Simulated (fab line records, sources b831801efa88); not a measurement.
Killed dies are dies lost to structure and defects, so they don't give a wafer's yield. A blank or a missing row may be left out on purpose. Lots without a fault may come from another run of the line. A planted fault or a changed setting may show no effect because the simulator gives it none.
fab line records | flow gf180mcu | part 2 of 2: steps 27 to 35 of 35
record lots=5 wafers=15 last_day=34
route steps=602 shown VT_IMPLANT@128 MVSD@136 NWELL@137 LVPWELL@138 MVPSD@139 DUAL_GATE@141 POLY_GATE@157
lots that met no fault: from a run of the same line without faults
start_h: hours from the record's first day to the start of the lot's first wafer shown | wait_h: hours since the lot's step before | " the same as in the row above | L1.1+2: a row that stands for several wafers | - no value, or no start given | * or withheld: withheld | < > ~ a bound
route shown NAME@n: a module of which the file shows steps, and the number in the route of the first | usual: mean/standard deviation of fault-free wafers | same: alike in all rows | chamber/n: place in a boat | sites: the reading at each site | _std_site: their standard deviation | _edge_site: outer sites' mean less inner sites' | radius_mm: how far each site lies from the wafer's centre | mask NAME#n: copy n | behind: the tool/chamber that last shaped the wafer | hold: why the lot was held/for how many hours/how that ended | device: the transistor (n, p or np) that didn't switch | end of line: the same wafers' tests at the end of the route | a step without rows: its recipe alone | killed: dies lost to structure and defects at the first sort, not the wafer's yield | map: a wafer's dies, x killed, . not, _ none there
set.NAME: the setting as run; set.NAME@STEP: as run at that earlier step | model.NAME: the simulator's own value behind a step, which no gauge read
lots at some steps of the route; a table a step, a row a wafer
services: from which hour (start_h, from the record's first day; less than 0 if before it) a tool's chamber was out of use, for how many hours, and why
## steps
# step GF_DUAL_GATE_STRIP_13
# recipe chemistry=O2/N2 power_w=1374 pressure_mtorr=1500 platen_temp_c=250 o2_flow_sccm=3000 n2_flow_sccm=300 overash_fraction=0.5
# usual drypump_motor_current_A=5.3/0.32 heater_power_w=328/17 oes_product_au=0.709/0.0043 strip_time_to_endpoint_s=12.800/0.023
# same overash_fraction=0.5
# columns lot.wafer tool chamber start_h wait_h drypump_motor_current_A heater_power_w oes_product_au rf_hours_counter_h strip_time_to_endpoint_s
L080.2 plasma_asher-03 1 218.58 0.0 5.4 304 0.706 44 12.806
L080.5 " 1 " " 5.4 313 0.710 - 12.796
L080.6 " 0 " " 5.2 319 0.710 - 12.804
L086.3 plasma_asher-03 0 260.21 0.0 5.2 312 0.711 - 12.807
L086.4 " 1 " " 5.4 307 0.718 - 12.791
L086.5 " 0 " " 5.2 318 0.705 - 12.783
L092.1 plasma_asher-01 1 297.98 0.0 5.3 310 0.710 60 12.818
L092.2 " 0 " " 5.1 335 0.713 60 12.845
L092.4 " 1 " " 5.2 321 0.708 - 12.820
L094.1 plasma_asher-04 1 320.73 0.0 6.0 344 0.704 20 12.789
L094.4 " 1 " " 6.0 356 0.708 - 12.777
L094.5 " 0 " " 4.8 355 0.708 - 12.820
L095.1 plasma_asher-03 0 321.72 0.0 5.2 318 0.703 55 12.817
L095.3 " 0 " " 5.2 322 0.706 - 12.794
L095.6 " 1 " " 5.4 311 0.707 - 12.777
# step GF_DUAL_GATE_CLEAN_14
# recipe chemistry=SC1/SC2 mix=1:4:20 temp_c=70 time_s=150 dry=n2_spin
# columns lot.wafer tool chamber start_h wait_h
L080.2+5+6 wet_bench-02 3 218.68 0.1
L086.3+4+5 wet_bench-04 0 260.28 0.0
L092.1+2+4 wet_bench-01 0 298.08 0.1
L094.1+4+5 wet_bench-04 2 320.83 0.1
L095.1+3+6 wet_bench-02 2 321.82 0.1
# step GF_DUAL_GATE_OXIDATION_15
# recipe temp_c=850 ambient=O2 stabilise_s=600 purge_s=300 target_thk_a=70.98 ox_time_s=1995
# usual spike_tc_centre_C=849.8/0.99 spike_tc_upper_C=850.0/1.1 tube_center_temp_C_max=852.2/0.31 zone_power_bottom_pct=26.5/0.36 zone_power_centre_pct=15.9/1.8
# columns lot.wafer tool chamber start_h wait_h spike_tc_centre_C spike_tc_upper_C tube_center_temp_C_max zone_power_bottom_pct zone_power_centre_pct
L080.2 furnace-01 0 218.73 0.0 851.0 850.7 852.1 26.5 18.1
L080.5 " 0 " " 850.3 852.3 852.4 26.4 17.9
L080.6 " 0 " " 850.9 850.8 852.8 26.7 18.1
L086.3 furnace-02 0 262.67 2.3 850.5 850.5 852.0 26.7 14.4
L086.4 " 0 " " 850.9 847.3 852.5 26.9 14.1
L086.5 " 0 " " 850.2 850.7 852.1 26.3 14.4
L092.1 furnace-02 0 298.28 0.1 850.0 849.7 852.1 26.8 14.2
L092.2 " 0 " " 848.9 851.1 851.9 26.6 14.1
L092.4 " 0 " " 850.1 850.4 851.7 27.2 14.2
L094.1 furnace-02 0 321.12 0.2 850.0 852.0 852.3 26.6 14.1
L094.4 " 0 " " 850.2 849.1 851.8 26.6 14.1
L094.5 " 0 " " 849.4 849.2 852.2 27.1 14.1
L095.1 furnace-02 0 322.67 0.8 850.0 849.1 852.0 26.9 14.5
L095.3 " 0 " " 848.6 849.7 852.3 26.7 14.4
L095.6 " 0 " " 850.9 850.1 852.1 27.3 14.4
# step GF_POLY_GATE_CVD_00
# recipe material=poly-Si target_thk_nm=200 temp_c=620 time_s=1200 pressure_mtorr=200
# usual spike_tc_centre_C=619.5/1.4 spike_tc_upper_C=619.4/1.7 zone_power_bottom_pct=13.6/0.88 zone_power_centre_pct=9.7/1.2
# columns lot.wafer tool chamber start_h wait_h spike_tc_centre_C spike_tc_upper_C zone_power_bottom_pct zone_power_centre_pct
L080.2 lpcvd-01 1 220.28 0.0 620.2 619.2 13.8 9.1
L080.5 " 1 " " 618.7 619.4 13.9 9.0
L080.6 " 1 " " 617.6 618.6 13.6 9.0
L086.3 lpcvd-02 0 264.22 0.0 620.1 615.8 14.2 11.9
L086.4 " 0 " " 620.0 617.3 14.2 11.9
L086.5 " 0 " " 620.0 619.0 14.3 11.9
L092.1 lpcvd-02 1 299.83 0.0 620.9 620.2 14.5 8.3
L092.2 " 1 " " 621.1 619.5 14.2 8.4
L092.4 " 1 " " 621.1 622.0 14.6 8.4
L094.1 lpcvd-01 0 322.67 0.0 617.8 621.4 11.7 10.8
L094.4 " 0 " " 618.5 619.2 11.8 10.7
L094.5 " 0 " " 618.9 620.5 12.0 10.6
L095.1 lpcvd-01 1 324.23 0.0 618.6 619.0 13.6 8.9
L095.3 " 1 " " 619.3 619.1 13.8 9.1
L095.6 " 1 " " 617.7 618.2 13.6 9.0
# step GF_POLY_GATE_THK_MEAS_01
# recipe reads=poly-Si_of_POLY_GATE_CVD_00
# usual POLY_GATE_CVD_00_THK=199.4/1.9
# columns lot.wafer tool chamber start_h wait_h POLY_GATE_CVD_00_THK[nm]
L080.2 film_metro-03 - 221.63 0.0 199.5
L080.5 " - " " 199.3
L080.6 " - " " 198.4
L086.3 film_metro-03 - 266.24 0.0 201.3
L086.4 " - " " 201.8
L086.5 " - " " 201.3
L092.1 film_metro-03 - 301.16 0.0 201.1
L092.2 " - " " 200.3
L092.4 " - " " 201.8
L094.1 film_metro-04 - 324.00 0.0 196.3
L094.4 " - " " 197.7
L094.5 " - " " 199.1
L095.1 film_metro-03 - 325.56 0.0 199.9
L095.3 " - " " 200.9
L095.6 " - " " 200.5
# step GF_POLY_GATE_DEHYDRATE_02
# recipe temp_c=200 time_s=60
# usual exhaust_pa=45.4/0.94
# columns lot.wafer tool chamber start_h wait_h exhaust_pa
L080.2 litho_track-04 0 230.09 8.5 44.7
L080.5 " 0 " " 44.6
L080.6 " 0 " " 45.2
L086.3 litho_track-03 0 275.23 9.0 45.3
L086.4 " 0 " " 45.1
L086.5 " 0 " " 44.7
L092.1 litho_track-04 0 310.31 9.1 45.4
L092.2 " 0 " " 44.9
L092.4 " 0 " " 44.8
L094.1 litho_track-01 0 333.54 9.5 44.9
L094.4 " 0 " " 45.2
L094.5 " 0 " " 45.1
L095.1 litho_track-01 0 335.54 10.0 44.8
L095.3 " 0 " " 45.5
L095.6 " 0 " " 44.9
# step GF_POLY_GATE_HMDS_03
# recipe prime_time_s=60 prime_temp_c=120
# usual exhaust_pa=44.7/0.81
# columns lot.wafer tool chamber start_h wait_h exhaust_pa
L080.2 litho_track-04 0 230.24 0.1 43.7
L080.5 " 0 " " 45.8
L080.6 " 0 " " 45.0
L086.3 litho_track-03 0 275.38 0.1 44.0
L086.4 " 0 " " 45.3
L086.5 " 0 " " 43.9
L092.1 litho_track-04 0 310.46 0.1 44.4
L092.2 " 0 " " 44.1
L092.4 " 0 " " 44.8
L094.1 litho_track-01 0 333.69 0.1 45.5
L094.4 " 0 " " 43.5
L094.5 " 0 " " 44.1
L095.1 litho_track-01 0 335.69 0.1 46.0
L095.3 " 0 " " 45.9
L095.6 " 0 " " 44.6
# step GF_POLY_GATE_COAT_04
# recipe resist=BARC temp_c=withheld time_s=withheld spin_rpm=withheld resist_thk_nm=withheld
# usual exhaust_pa=45.1/1
# columns lot.wafer tool chamber start_h wait_h exhaust_pa
L080.2 litho_track-04 0 230.39 0.1 43.5
L080.5 " 0 " " 45.2
L080.6 " 0 " " 45.2
L086.3 litho_track-03 0 275.53 0.1 47.7
L086.4 " 0 " " 47.2
L086.5 " 0 " " 46.0
L092.1 litho_track-04 0 310.61 0.1 45.2
L092.2 " 0 " " 46.1
L092.4 " 0 " " 45.4
L094.1 litho_track-01 0 333.84 0.1 45.4
L094.4 " 0 " " 45.5
L094.5 " 0 " " 45.2
L095.1 litho_track-01 0 335.84 0.1 43.3
L095.3 " 0 " " 43.5
L095.6 " 0 " " 43.1
# step GF_POLY_GATE_COAT_05
# recipe resist=KrF spin_rpm=withheld resist_thk_nm=700
# usual exhaust_pa=45.0/0.87
# columns lot.wafer tool chamber start_h wait_h exhaust_pa
L080.2 litho_track-04 0 - - 45.1
L080.5 " 0 " " 44.4
L080.6 " 0 " " 43.4
L086.3 litho_track-03 0 - - 44.5
L086.4 " 0 " " 45.2
L086.5 " 0 " " 44.2
L092.1 litho_track-04 0 - - 46.1
L092.2 " 0 " " 45.0
L092.4 " 0 " " 45.1
L094.1 litho_track-01 0 - - 45.0
L094.4 " 0 " " 44.5
L094.5 " 0 " " 45.3
L095.1 litho_track-01 0 - - 43.8
L095.3 " 0 " " 44.0
L095.6 " 0 " " 43.6
## services
# columns tool chamber start_h hours kind
iline_stepper-02 - 177.42 1.7 pm
lpcvd-02 - 179.70 0.7 repair
iline_stepper-01 - 182.09 11.5 repair
implanter-01 - 183.44 3.9 pm
implanter-02 - 185.36 2.3 repair
implanter-01 - 191.66 4.0 repair
iline_stepper-01 - 196.24 4.4 pm
implanter-01 - 206.16 8.1 repair
iline_stepper-02 0 208.88 - calibration
plasma_asher-01 - 213.60 13.8 repair
iline_stepper-01 0 222.78 - calibration
iline_stepper-02 - 222.94 4.3 pm
wet_bench-01 - 235.61 1.5 repair
iline_stepper-01 - 248.97 1.1 repair
furnace-01 - 255.34 4.0 pm
iline_stepper-01 - 258.47 2.1 pm
iline_stepper-01 - 260.55 - consumable_replace:lamp
plasma_asher-03 - 273.85 2.8 pm
furnace-02 - 280.03 2.0 repair
lpcvd-01 - 309.92 6.0 pm
litho_track-01 - 317.84 - consumable_replace:filter
